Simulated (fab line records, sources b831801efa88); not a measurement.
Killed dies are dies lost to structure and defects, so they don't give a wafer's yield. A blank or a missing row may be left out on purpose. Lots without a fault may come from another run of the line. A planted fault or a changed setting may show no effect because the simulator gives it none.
Chamber matching | flow sky130 | SKY_VIA4_HDPCVD_00 on hdpcvd-02: 3 sister chambers
The step deposits SiO2, target thk 1750 nm, time 291.7 s. 16 wafers are shown with their chamber, then 8 later ones without.

WAFERS WITH THEIR CHAMBER
wafer  | chamber | run_length_s (s)
L104.1 | 2       | 318.6
L104.2 | 0       | 320.4
L104.3 | 1       | 319.5
L106.1 | 2       | 319.3
L106.4 | 0       | 320.2
L106.6 | 1       | 319.2
L118.2 | 1       | 319.1
L118.3 | 0       | 320.1
L118.6 | 1       | 319.5
L120.1 | 0       | 320.7
L120.4 | 1       | 319.2
L120.5 | 2       | 318.8
L121.1 | 2       | 318.9
L121.3 | 0       | 321.0
L121.5 | 0       | 320.6
L124.1 | 2       | 318.6

SIGNATURES (means of the wafers above)
reading      | chamber 0 | chamber 1 | chamber 2 | scatter within a chamber
run_length_s | 320.500   | 319.300   | 318.840   | 0.282
Rule: a wafer's distance from a chamber is the root of the sum, over the readings, of the square of ((its reading less the chamber's mean) divided by the reading's scatter). The wafer belongs to the nearest chamber; if the next one is less than 2 further off, it can't be placed. The scatter: the root of (the sum of the squares of (reading less its chamber's mean) over the shown wafers, divided by (wafers less chambers)).

WAFERS WITHOUT THEIR CHAMBER
wafer  | run_length_s (s)
L124.2 | 320.2
L124.5 | 320.5
L125.1 | 319.0
L125.5 | 319.3
L125.6 | 320.3
L127.2 | 318.9
L127.3 | 319.8
L127.6 | 320.3

WHICH CHAMBER EACH WENT THROUGH
wafer  | from the rows above          | in truth
L124.2 | 0                            | 0
L124.5 | 0                            | 0
L125.1 | can't be placed: 2 or 1      | 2
L125.5 | can't be placed: 1 or 2      | 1
L125.6 | 0                            | 0
L127.2 | can't be placed: 2 or 1      | 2
L127.3 | can't be placed: 1 or 0 or 2 | 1
L127.6 | 0                            | 0
Placed correctly: 4 of 8. Can't be placed from these rows: 4 (the true chamber is among the candidates in 4). Placed wrongly: 0.
